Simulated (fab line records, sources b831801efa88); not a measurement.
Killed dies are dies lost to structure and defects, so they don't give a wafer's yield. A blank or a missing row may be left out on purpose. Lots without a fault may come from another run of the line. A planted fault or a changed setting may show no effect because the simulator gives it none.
Which tool did it? | flow gf180mcu | 6 lots, 17 wafers sampled, at 2 steps of a route of 602

WHAT THE GAUGES READ, wafer by wafer
GF_HV_LDD_TW_MEAS_23.
lot  | measured     | on            | HV_LDD_2_TW
L706 | day 11 15:25 | film_metro-01 | 1051 1043 1053
L708 | day 12 08:07 | film_metro-03 | 1045 1045 1039
L715 | day 14 15:38 | film_metro-03 | 936 933 930
L718 | day 15 09:47 | film_metro-03 | 928 926 924
L722 | day 16 18:41 | film_metro-03 | 1050 1049 1052
L725 | day 17 18:56 | film_metro-03 | 1052 1054

WHICH TOOL RAN EACH LOT (tool, then ch and the chambers of the sampled wafers, then the start)
lot  | GF_HV_LDD_IMPLANT_21
L706 | implanter-01 ch 0, day 11 15:11
L708 | implanter-02 ch 0, day 12 07:52
L715 | implanter-01 ch 0, day 14 15:23
L718 | implanter-01 ch 0, day 15 09:32
L722 | implanter-02 ch 0, day 16 18:26
L725 | implanter-02 ch 0, day 17 18:44
- GF_HV_LDD_IMPLANT_21

THE ANSWER, worked out from the rows above alone
Rule: what is usual is taken from the lots themselves. Put in order of their means at a reading, lots are off if they are a third of the lots or fewer, leave a main group of 4 or more, and stand apart from it by a gap of 3 or more times the standard deviation of the main group's means; of several such gaps the widest counts. A main group whose means are all the same, to the digits that the tables above print for the reading, isn't used. A lot without any number at a reading at which 4 lots or more have one is off too. The other lots that the step has rows for count as sound.
Off: L715, L718, at GF_HV_LDD_TW_MEAS_23 (HV_LDD_2_TW). The main group: mean 1049, standard deviation 3.7.
A tool fits if, at a process step before that reading, it ran every lot that is off, and no sound lot after the first of them. The gauges at GF_HV_LDD_TW_MEAS_23 are tried like those tools. One fits: implanter-01 at GF_HV_LDD_IMPLANT_21. Its last sound lot is L706 (day 11 15:11), its first lot that is off L715 (day 14 15:23): a fault that began between those two fits.

WHAT THE SIMULATOR HAD PUT IN
Process parameter drift: implanter-01, from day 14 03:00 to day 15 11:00, at GF_HV_LDD_IMPLANT_21. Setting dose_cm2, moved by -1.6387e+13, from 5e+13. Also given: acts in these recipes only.
Lots struck among those shown: L715, L718. The rule above found the same.
